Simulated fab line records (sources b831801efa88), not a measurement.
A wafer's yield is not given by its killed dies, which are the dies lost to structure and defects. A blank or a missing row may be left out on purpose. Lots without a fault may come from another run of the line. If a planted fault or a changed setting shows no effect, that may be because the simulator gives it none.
fab line records	flow gf180mcu	part 1 of 2: steps 1 to 34 of 47
record: lots: 5	wafers: 15	lastDay: 33
route steps=602 shown HV_LDD@195 NSD@235
lots untouched by any fault: they come from a run of this same line in which no faults occurred
startH: hours from the record's opening day to when the first of the lot's shown wafers began	waitH: hours from the lot's prior step to this one	" as in the row above	L1.1+2: several wafers, shown together as one row	- no value present, or no start provided	* or withheld: withheld	< > ~ a bound
route shown NAME@n: a module of which the file shows steps, and the number in the route of the first	usual: mean/standard deviation of fault-free wafers	same: alike in all rows	chamber/n: place in a boat	sites: readings site by site	_std_site: the standard deviation of these	_edge_site: mean of outer sites minus mean of inner sites	radiusMm: how far each site lies from the wafer's centre	mask NAME#n: copy n	behind: tool/chamber where the wafer was last shaped	hold: the reason the lot was held/the length of the hold in hours/how it ended	device: names the non-switching transistor (n, p or np)	end of line: the tests these same wafers got at the end of their route	step lacking rows: just its recipe	killed: not the wafer's yield, but the dies lost to structure and defects at the first sort	map: a wafer's dies, marking killed ones x, the rest . and places with no die _
set.NAME: setting as actually run; set.NAME@STEP: the setting as run at that earlier step	model.NAME: the simulator's own value behind a step, which no gauge read
lots at selected steps of the route; one table per step, one row per wafer
services: when a tool's chamber went out of use (startH, in hours from the record's first day, below 0 if earlier), for how many hours, and the reason
== steps ==
step: GF_HV_LDD_CD_MEAS_19
recipe: targetCdNm: 400
usual: cdNm: 399.4/2
lot.wafer	tool	chamber	startH	waitH	cdNm
L080.1	cdSem-02	-	263.33	0.1	401.1
L080.2	"	-	"	"	402.1
L080.5	"	-	"	"	402.5
L083.2	cdSem-01	-	284.85	0.1	401.2
L083.4	"	-	"	"	399.4
L083.5	"	-	"	"	398.6
L092.3	cdSem-01	-	353.52	0.1	401.1
L092.5	"	-	"	"	402.4
L092.6	"	-	"	"	402.2
L093.2	cdSem-01	-	358.25	0.1	398.6
L093.4	"	-	"	"	397.5
L093.5	"	-	"	"	397.3
L094.2	cdSem-01	-	371.55	0.1	399.3
L094.3	"	-	"	"	397.9
L094.4	"	-	"	"	399.6
step: GF_HV_LDD_OVL_MEAS_20
usual: HV_LDD_01_OVL: 0.0/1.5
lot.wafer	tool	chamber	startH	waitH	HV_LDD_01_OVL[nm]
L080.1	overlay-02	-	263.45	0.1	-0.5
L080.2	"	-	"	"	2.0
L080.5	"	-	"	"	-0.8
L083.2	overlay-01	-	284.96	0.1	-0.4
L083.4	"	-	"	"	-0.7
L083.5	"	-	"	"	2.8
L092.3	overlay-01	-	353.62	0.1	0.9
L092.5	"	-	"	"	0.7
L092.6	"	-	"	"	1.6
L093.2	overlay-01	-	358.36	0.1	0.9
L093.4	"	-	"	"	-0.8
L093.5	"	-	"	"	0.1
L094.2	overlay-01	-	371.66	0.1	-1.2
L094.3	"	-	"	"	-1.2
L094.4	"	-	"	"	-2.8
step: GF_HV_LDD_IMPLANT_21
recipe: species: BF2	energyKev: 25	doseCm2: 5e+13	tiltDeg: 7
lot.wafer	tool	chamber	startH	waitH
L080.1+2+5	implanter-01	0	263.49	0.0
L083.2+4+5	implanter-01	0	285.01	0.0
L092.3+5+6	implanter-03	0	353.69	0.1
L093.2+4+5	implanter-01	0	358.41	0.0
L094.2+3+4	implanter-04	0	371.71	0.0
step: GF_HV_LDD_STRIP_22
recipe: chemistry: O2/N2	powerW: 1400	pressureMtorr: 1500	platenTempC: 250	o2FlowSccm: 3000	n2FlowSccm: 300	overashFraction: 0.5
usual: drypumpMotorCurrentA: 5.7/0.46	heaterPowerW: 334/39	oesProductAu: 0.716/0.0043	stripTimeToEndpointS: 12.67/0.035
lot.wafer	tool	chamber	startH	waitH	drypumpMotorCurrentA	heaterPowerW	oesProductAu	rfHoursCounterH	stripTimeToEndpointS
L080.1	plasmaAsher-04	0	263.64	0.1	6.0	312	0.717	64	12.67
L080.2	"	1	"	"	6.0	341	0.711	64	12.67
L080.5	"	1	"	"	5.9	329	0.712	-	12.67
L083.2	plasmaAsher-04	1	285.14	0.1	5.9	338	0.720	67	12.73
L083.4	"	1	"	"	6.0	338	0.717	-	12.65
L083.5	"	0	"	"	6.0	334	0.722	-	12.66
L092.3	plasmaAsher-01	1	353.82	0.1	5.0	286	0.715	-	12.67
L092.5	"	1	"	"	5.0	286	0.711	-	12.63
L092.6	"	0	"	"	5.2	313	0.714	-	12.65
L093.2	plasmaAsher-02	0	358.54	0.1	6.2	436	0.719	22	12.70
L093.4	"	1	"	"	6.0	329	0.719	-	12.68
L093.5	"	1	"	"	6.0	335	0.713	-	12.68
L094.2	plasmaAsher-04	0	371.84	0.1	6.0	333	0.717	78	12.62
L094.3	"	0	"	"	6.0	330	0.715	-	12.58
L094.4	"	1	"	"	6.0	340	0.707	-	12.65
step: GF_HV_LDD_TW_MEAS_23
usual: HV_LDD_2_TW: 1055/10
lot.wafer	tool	chamber	startH	waitH	HV_LDD_2_TW
L080.1	filmMetro-01	-	263.74	0.1	1060
L080.2	"	-	"	"	1061
L080.5	"	-	"	"	1059
L083.2	filmMetro-02	-	285.25	0.1	1038
L083.4	"	-	"	"	1035
L083.5	"	-	"	"	1037
L092.3	filmMetro-02	-	353.91	0.1	1043
L092.5	"	-	"	"	1042
L092.6	"	-	"	"	1048
L093.2	filmMetro-01	-	358.65	0.1	1052
L093.4	"	-	"	"	1050
L093.5	"	-	"	"	1055
L094.2	filmMetro-03	-	371.95	0.1	1065
L094.3	"	-	"	"	1066
L094.4	"	-	"	"	1066
step: GF_HV_LDD_DEHYDRATE_24
recipe: tempC: 200	timeS: 60
lot.wafer	tool	chamber	startH	waitH
L080.1+2+5	lithoTrack-02	0	271.68	7.9
L083.2+4+5	lithoTrack-01	0	293.51	8.3
L092.3+5+6	lithoTrack-03	0	364.83	10.9
L093.2+4+5	lithoTrack-03	0	370.51	11.8
L094.2+3+4	lithoTrack-02	0	382.85	10.9
step: GF_HV_LDD_HMDS_25
recipe: primeTimeS: 60	primeTempC: 120
lot.wafer	tool	chamber	startH	waitH
L080.1+2+5	lithoTrack-02	0	271.83	0.1
L083.2+4+5	lithoTrack-01	0	293.66	0.1
L092.3+5+6	lithoTrack-03	0	364.98	0.1
L093.2+4+5	lithoTrack-03	0	370.66	0.1
L094.2+3+4	lithoTrack-02	0	383.00	0.1
step: GF_HV_LDD_COAT_26
recipe: resist: NOVOLAK	spinRpm: 3000	resistThkNm: 1000
lot.wafer	tool	chamber	startH	waitH
L080.1+2+5	lithoTrack-02	0	271.98	0.1
L083.2+4+5	lithoTrack-01	0	293.81	0.1
L092.3+5+6	lithoTrack-03	0	365.13	0.1
L093.2+4+5	lithoTrack-03	0	370.81	0.1
L094.2+3+4	lithoTrack-02	0	383.15	0.1
step: GF_HV_LDD_SOFTBAKE_27
recipe: tempC: 90	timeS: 60	resist: NOVOLAK
lot.wafer	tool	chamber	startH	waitH
L080.1+2+5	lithoTrack-02	0	272.13	0.1
L083.2+4+5	lithoTrack-01	0	293.96	0.1
L092.3+5+6	lithoTrack-03	0	365.28	0.1
L093.2+4+5	lithoTrack-03	0	370.96	0.1
L094.2+3+4	lithoTrack-02	0	383.30	0.1
step: GF_HV_LDD_EXPOSE_28
recipe: maskId: Nplus_HV_AREA	targetCdNm: 400	na: 0.6	sourceShape: conventional	sigmaOuter: 0.6	doseMj: 140
lot.wafer	tool	chamber	startH	waitH	mask
L080.1+2+5	ilineStepper-01	0	-	-	Nplus_HV_AREA#0
L083.2+4+5	ilineStepper-02	0	-	-	Nplus_HV_AREA#0
L092.3+5+6	ilineStepper-01	0	-	-	Nplus_HV_AREA#0
L093.2+4+5	ilineStepper-01	0	-	-	Nplus_HV_AREA#0
L094.2+3+4	ilineStepper-02	0	-	-	Nplus_HV_AREA#0
step: GF_HV_LDD_PEB_29
recipe: tempC: withheld	timeS: *	resist: NOVOLAK
lot.wafer	tool	chamber	startH	waitH
L080.1+2+5	lithoTrack-02	0	-	-
L083.2+4+5	lithoTrack-02	0	-	-
L092.3+5+6	lithoTrack-02	0	-	-
L093.2+4+5	lithoTrack-03	0	-	-
L094.2+3+4	lithoTrack-03	0	-	-
step: GF_HV_LDD_DEVELOP_30
recipe: developTimeS: 60	devTempC: 23
same: developTimeS: 60
lot.wafer	tool	chamber	startH	waitH
L080.1+2+5	lithoTrack-02	0	282.38	0.1
L083.2+4+5	lithoTrack-02	0	303.86	0.1
L092.3+5+6	lithoTrack-02	0	377.23	0.1
L093.2+4+5	lithoTrack-03	0	382.41	0.1
L094.2+3+4	lithoTrack-03	0	396.46	0.1
step: GF_HV_LDD_CD_MEAS_31
recipe: targetCdNm: 400
usual: cdNm: 400.4/2
lot.wafer	tool	chamber	startH	waitH	cdNm
L080.1	cdSem-02	-	282.53	0.1	400.8
L080.2	"	-	"	"	398.9
L080.5	"	-	"	"	402.0
L083.2	cdSem-01	-	304.00	0.1	402.5
L083.4	"	-	"	"	401.4
L083.5	"	-	"	"	401.0
L092.3	cdSem-02	-	377.37	0.1	403.0
L092.5	"	-	"	"	404.9
L092.6	"	-	"	"	404.4
L093.2	cdSem-02	-	382.55	0.1	400.7
L093.4	"	-	"	"	403.4
L093.5	"	-	"	"	401.8
L094.2	cdSem-01	-	396.60	0.1	401.6
L094.3	"	-	"	"	402.3
L094.4	"	-	"	"	398.8
step: GF_HV_LDD_OVL_MEAS_32
usual: HV_LDD_02_OVL: 0.2/1.4
lot.wafer	tool	chamber	startH	waitH	HV_LDD_02_OVL[nm]
L080.1	overlay-02	-	282.65	0.1	-1.0
L080.2	"	-	"	"	-0.2
L080.5	"	-	"	"	0.1
L083.2	overlay-01	-	304.11	0.1	-0.2
L083.4	"	-	"	"	-1.3
L083.5	"	-	"	"	-0.1
L092.3	overlay-02	-	377.46	0.1	-1.2
L092.5	"	-	"	"	-0.2
L092.6	"	-	"	"	0.7
L093.2	overlay-01	-	382.66	0.1	0.7
L093.4	"	-	"	"	0.9
L093.5	"	-	"	"	-0.5
L094.2	overlay-02	-	396.71	0.1	1.0
L094.3	"	-	"	"	2.6
L094.4	"	-	"	"	2.4
step: GF_HV_LDD_IMPLANT_33
recipe: species: P	energyKev: 60	doseCm2: 7.5e+12	tiltDeg: 30	rotationDeg: 0
lot.wafer	tool	chamber	startH	waitH
L080.1+2+5	implanter-01	0	282.69	0.0
L083.2+4+5	implanter-01	0	304.16	0.0
L092.3+5+6	implanter-01	0	377.54	0.1
L093.2+4+5	implanter-01	0	382.71	0.0
L094.2+3+4	implanter-01	0	396.76	0.0
step: GF_HV_LDD_IMPLANT_34
recipe: species: P	energyKev: 60	doseCm2: 7.5e+12	tiltDeg: 30	rotationDeg: 90
lot.wafer	tool	chamber	startH	waitH
L080.1+2+5	implanter-01	0	282.84	0.1
L083.2+4+5	implanter-01	0	304.31	0.1
L092.3+5+6	implanter-01	0	377.69	0.1
L093.2+4+5	implanter-01	0	382.86	0.1
L094.2+3+4	implanter-01	0	396.91	0.1
step: GF_HV_LDD_IMPLANT_35
recipe: species: P	energyKev: 60	doseCm2: 7.5e+12	tiltDeg: 30	rotationDeg: 180
lot.wafer	tool	chamber	startH	waitH
L080.1+2+5	implanter-01	0	282.99	0.1
L083.2+4+5	implanter-01	0	304.46	0.1
L092.3+5+6	implanter-01	0	377.84	0.1
L093.2+4+5	implanter-01	0	383.01	0.1
L094.2+3+4	implanter-01	0	397.06	0.1
step: GF_HV_LDD_IMPLANT_36
recipe: species: P	energyKev: 60	doseCm2: 7.5e+12	tiltDeg: 30	rotationDeg: 270
lot.wafer	tool	chamber	startH	waitH
L080.1+2+5	implanter-01	0	283.14	0.1
L083.2+4+5	implanter-01	0	304.61	0.1
L092.3+5+6	implanter-01	0	377.99	0.1
L093.2+4+5	implanter-01	0	383.16	0.1
L094.2+3+4	implanter-01	0	397.21	0.1
step: GF_HV_LDD_STRIP_37
recipe: chemistry: O2/N2	powerW: 1400	pressureMtorr: 1500	platenTempC: 250	o2FlowSccm: 3000	n2FlowSccm: 300	overashFraction: 0.5
usual: drypumpMotorCurrentA: 5.5/0.49	heaterPowerW: 323/37	oesProductAu: 0.716/0.0043	stripTimeToEndpointS: 12.66/0.032
lot.wafer	tool	chamber	startH	waitH	drypumpMotorCurrentA	heaterPowerW	oesProductAu	rfHoursCounterH	stripTimeToEndpointS
L080.1	plasmaAsher-01	0	283.29	0.1	5.2	322	0.718	49	12.68
L080.2	"	1	"	"	5.0	294	0.721	49	12.64
L080.5	"	1	"	"	5.0	290	0.715	-	12.66
L083.2	plasmaAsher-04	0	304.74	0.1	6.0	333	0.716	70	12.68
L083.4	"	1	"	"	6.0	328	0.708	-	12.70
L083.5	"	0	"	"	6.0	326	0.722	-	12.65
L092.3	plasmaAsher-01	1	378.12	0.1	5.0	295	0.713	-	12.65
L092.5	"	1	"	"	5.0	286	0.717	-	12.67
L092.6	"	0	"	"	5.2	313	0.720	-	12.64
L093.2	plasmaAsher-01	1	383.29	0.1	5.0	288	0.710	60	12.67
L093.4	"	1	"	"	5.0	295	0.720	-	12.66
L093.5	"	0	"	"	5.2	308	0.717	-	12.65
L094.2	plasmaAsher-01	0	397.34	0.1	5.2	316	0.715	61	12.66
L094.3	"	0	"	"	5.2	313	0.721	-	12.66
L094.4	"	1	"	"	5.0	290	0.721	-	12.68
step: GF_HV_LDD_TW_MEAS_38
usual: HV_LDD_3_TW: 1436/14
lot.wafer	tool	chamber	startH	waitH	HV_LDD_3_TW
L080.1	filmMetro-03	-	283.39	0.1	1447
L080.2	"	-	"	"	1444
L080.5	"	-	"	"	1451
L083.2	filmMetro-02	-	304.85	0.1	1425
L083.4	"	-	"	"	1418
L083.5	"	-	"	"	1419
L092.3	filmMetro-03	-	378.21	0.1	1451
L092.5	"	-	"	"	1443
L092.6	"	-	"	"	1451
L093.2	filmMetro-02	-	383.40	0.1	1401
L093.4	"	-	"	"	1399
L093.5	"	-	"	"	1405
L094.2	filmMetro-03	-	397.45	0.1	1444
L094.3	"	-	"	"	1447
L094.4	"	-	"	"	1451
step: GF_HV_LDD_DEHYDRATE_39
recipe: tempC: 200	timeS: 60
lot.wafer	tool	chamber	startH	waitH
L080.1+2+5	lithoTrack-03	0	291.08	7.7
L083.2+4+5	lithoTrack-03	0	313.56	8.7
L092.3+5+6	lithoTrack-02	0	389.63	11.4
L093.2+4+5	lithoTrack-02	0	395.75	12.3
L094.2+3+4	lithoTrack-01	0	409.06	11.6
step: GF_HV_LDD_HMDS_40
recipe: primeTimeS: 60	primeTempC: 120
lot.wafer	tool	chamber	startH	waitH
L080.1+2+5	lithoTrack-03	0	291.23	0.1
L083.2+4+5	lithoTrack-03	0	313.71	0.1
L092.3+5+6	lithoTrack-02	0	389.78	0.1
L093.2+4+5	lithoTrack-02	0	395.90	0.1
L094.2+3+4	lithoTrack-01	0	409.21	0.1
step: GF_HV_LDD_COAT_41
recipe: resist: NOVOLAK	spinRpm: 3000	resistThkNm: 1000
lot.wafer	tool	chamber	startH	waitH
L080.1+2+5	lithoTrack-03	0	291.38	0.1
L083.2+4+5	lithoTrack-03	0	313.86	0.1
L092.3+5+6	lithoTrack-02	0	389.93	0.1
L093.2+4+5	lithoTrack-02	0	396.05	0.1
L094.2+3+4	lithoTrack-01	0	409.36	0.1
step: GF_HV_LDD_SOFTBAKE_42
recipe: tempC: 90	timeS: 60	resist: NOVOLAK
lot.wafer	tool	chamber	startH	waitH
L080.1+2+5	lithoTrack-03	0	291.53	0.1
L083.2+4+5	lithoTrack-03	0	314.01	0.1
L092.3+5+6	lithoTrack-02	0	390.08	0.1
L093.2+4+5	lithoTrack-02	0	396.20	0.1
L094.2+3+4	lithoTrack-01	0	409.51	0.1
step: GF_HV_LDD_EXPOSE_43
recipe: maskId: Pplus_HV_AREA	targetCdNm: 400	na: 0.6	sourceShape: conventional	sigmaOuter: 0.6	doseMj: 140
lot.wafer	tool	chamber	startH	waitH	mask
L080.1+2+5	ilineStepper-01	0	-	-	Pplus_HV_AREA#0
L083.2+4+5	ilineStepper-02	0	-	-	Pplus_HV_AREA#0
L092.3+5+6	ilineStepper-02	0	-	-	Pplus_HV_AREA#0
L093.2+4+5	ilineStepper-01	0	-	-	Pplus_HV_AREA#0
L094.2+3+4	ilineStepper-01	0	-	-	Pplus_HV_AREA#0
step: GF_HV_LDD_PEB_44
recipe: tempC: withheld	timeS: *	resist: NOVOLAK
lot.wafer	tool	chamber	startH	waitH
L080.1+2+5	lithoTrack-03	0	-	-
L083.2+4+5	lithoTrack-01	0	-	-
L092.3+5+6	lithoTrack-01	0	-	-
L093.2+4+5	lithoTrack-02	0	-	-
L094.2+3+4	lithoTrack-03	0	-	-
step: GF_HV_LDD_DEVELOP_45
recipe: developTimeS: 60	devTempC: 23
same: developTimeS: 60
lot.wafer	tool	chamber	startH	waitH
L080.1+2+5	lithoTrack-03	0	301.63	0.1
L083.2+4+5	lithoTrack-01	0	325.01	0.1
L092.3+5+6	lithoTrack-01	0	402.68	0.1
L093.2+4+5	lithoTrack-02	0	408.45	0.1
L094.2+3+4	lithoTrack-03	0	422.21	0.1
step: GF_HV_LDD_CD_MEAS_46
recipe: targetCdNm: 400
usual: cdNm: 399.5/2.2
lot.wafer	tool	chamber	startH	waitH	cdNm
L080.1	cdSem-02	-	301.78	0.1	399.6
L080.2	"	-	"	"	400.2
L080.5	"	-	"	"	396.0
L083.2	cdSem-01	-	325.16	0.1	403.8
L083.4	"	-	"	"	399.3
L083.5	"	-	"	"	399.8
L092.3	cdSem-02	-	402.82	0.1	399.4
L092.5	"	-	"	"	400.7
L092.6	"	-	"	"	401.6
L093.2	cdSem-02	-	408.63	0.1	397.7
L093.4	"	-	"	"	399.4
L093.5	"	-	"	"	400.1
L094.2	cdSem-02	-	422.35	0.1	398.1
L094.3	"	-	"	"	400.2
L094.4	"	-	"	"	399.2
step: GF_HV_LDD_OVL_MEAS_47
usual: HV_LDD_03_OVL: 0.9/1.7
lot.wafer	tool	chamber	startH	waitH	HV_LDD_03_OVL[nm]
L080.1	overlay-01	-	301.90	0.1	0.5
L080.2	"	-	"	"	-0.2
L080.5	"	-	"	"	0.0
L083.2	overlay-01	-	325.26	0.1	1.0
L083.4	"	-	"	"	1.4
L083.5	"	-	"	"	2.0
L092.3	overlay-01	-	402.92	0.1	-0.9
L092.5	"	-	"	"	-1.7
L092.6	"	-	"	"	-2.2
L093.2	overlay-02	-	408.73	0.1	1.0
L093.4	"	-	"	"	-0.2
L093.5	"	-	"	"	0.8
L094.2	overlay-01	-	422.46	0.1	-0.3
L094.3	"	-	"	"	1.2
L094.4	"	-	"	"	0.5
step: GF_HV_LDD_IMPLANT_48
recipe: species: B	energyKev: 25	doseCm2: 3e+13	tiltDeg: 7
lot.wafer	tool	chamber	startH	waitH
L080.1+2+5	implanter-03	0	301.94	0.0
L083.2+4+5	implanter-03	0	325.32	0.0
L092.3+5+6	implanter-03	0	402.99	0.1
L093.2+4+5	implanter-03	0	408.79	0.0
L094.2+3+4	implanter-04	0	422.51	0.0
step: GF_HV_LDD_STRIP_49
recipe: chemistry: O2/N2	powerW: 1400	pressureMtorr: 1500	platenTempC: 250	o2FlowSccm: 3000	n2FlowSccm: 300	overashFraction: 0.5
usual: drypumpMotorCurrentA: 5.6/0.48	heaterPowerW: 326/32	oesProductAu: 0.716/0.0044	stripTimeToEndpointS: 12.65/0.035
lot.wafer	tool	chamber	startH	waitH	drypumpMotorCurrentA	heaterPowerW	oesProductAu	rfHoursCounterH	stripTimeToEndpointS
L080.1	plasmaAsher-04	1	302.09	0.1	5.9	338	0.717	69	12.69
L080.2	"	0	"	"	6.0	326	0.723	69	12.72
L080.5	"	0	"	"	6.0	326	0.711	-	12.70
L083.2	plasmaAsher-04	0	325.44	0.1	6.0	332	0.718	73	12.63
L083.4	"	1	"	"	5.9	330	0.718	-	12.63
L083.5	"	0	"	"	6.0	325	0.717	-	12.64
L092.3	plasmaAsher-02	1	403.12	0.1	6.0	322	0.708	-	12.67
L092.5	"	0	"	"	6.2	421	0.715	-	12.65
L092.6	"	1	"	"	6.0	323	0.717	-	12.69
L093.2	plasmaAsher-02	0	408.91	0.1	6.2	424	0.717	27	12.65
L093.4	"	0	"	"	6.2	418	0.716	-	12.65
L093.5	"	0	"	"	6.2	422	0.707	-	12.67
L094.2	plasmaAsher-01	1	422.64	0.1	5.0	295	0.709	64	12.68
L094.3	"	0	"	"	5.2	309	0.712	-	12.62
L094.4	"	1	"	"	5.0	297	0.709	-	12.62
step: GF_HV_LDD_TW_MEAS_50
usual: HV_LDD_4_TW: 568/4.5
lot.wafer	tool	chamber	startH	waitH	HV_LDD_4_TW
L080.1	filmMetro-03	-	302.19	0.1	573
L080.2	"	-	"	"	572
L080.5	"	-	"	"	569
L083.2	filmMetro-02	-	325.55	0.1	563
L083.4	"	-	"	"	564
L083.5	"	-	"	"	561
L092.3	filmMetro-01	-	403.21	0.1	570
L092.5	"	-	"	"	574
L092.6	"	-	"	"	571
L093.2	filmMetro-03	-	409.02	0.1	568
L093.4	"	-	"	"	570
L093.5	"	-	"	"	570
L094.2	filmMetro-02	-	422.75	0.1	564
L094.3	"	-	"	"	562
L094.4	"	-	"	"	564
step: GF_HV_LDD_CLEAN_51
recipe: chemistry: SC1/SC2	mix: 1:4:20	tempC: 70	timeS: 150	dry: n2Spin
lot.wafer	tool	chamber	startH	waitH
L080.1+2+5	wetBench-02	0	302.25	0.1
L083.2+4+5	wetBench-01	0	325.60	0.0
L092.3+5+6	wetBench-02	2	403.25	0.0
L093.2+4+5	wetBench-02	1	409.07	0.0
L094.2+3+4	wetBench-01	2	422.80	0.0
step: GF_HV_LDD_RTA_52
recipe: tempC: 1000	timeS: 10	ambient: N2
usual: lampPowerPct: 33.9/0.51	wafer_temp_C_max: 1003.5/0.72
lot.wafer	tool	chamber	startH	waitH	lampPowerPct	wafer_temp_C_max
L080.1	rtpAnneal-02	0	302.31	0.0	33.3	1004.2
L080.2	"	0	"	"	33.3	1003.9
L080.5	"	0	"	"	33.3	1003.5
L083.2	rtpAnneal-02	0	325.67	0.0	33.3	1005.2
L083.4	"	0	"	"	33.3	1004.0
L083.5	"	0	"	"	33.2	1003.7
L092.3	rtpAnneal-01	0	403.32	0.0	34.4	1004.1
L092.5	"	0	"	"	34.3	1003.8
L092.6	"	0	"	"	34.3	1003.5
L093.2	rtpAnneal-02	0	409.14	0.0	33.3	1002.8
L093.4	"	0	"	"	33.3	1002.9
L093.5	"	0	"	"	33.3	1004.8
L094.2	rtpAnneal-02	0	422.91	0.0	33.3	1003.3
L094.3	"	0	"	"	33.3	1002.6
L094.4	"	0	"	"	33.3	1002.4
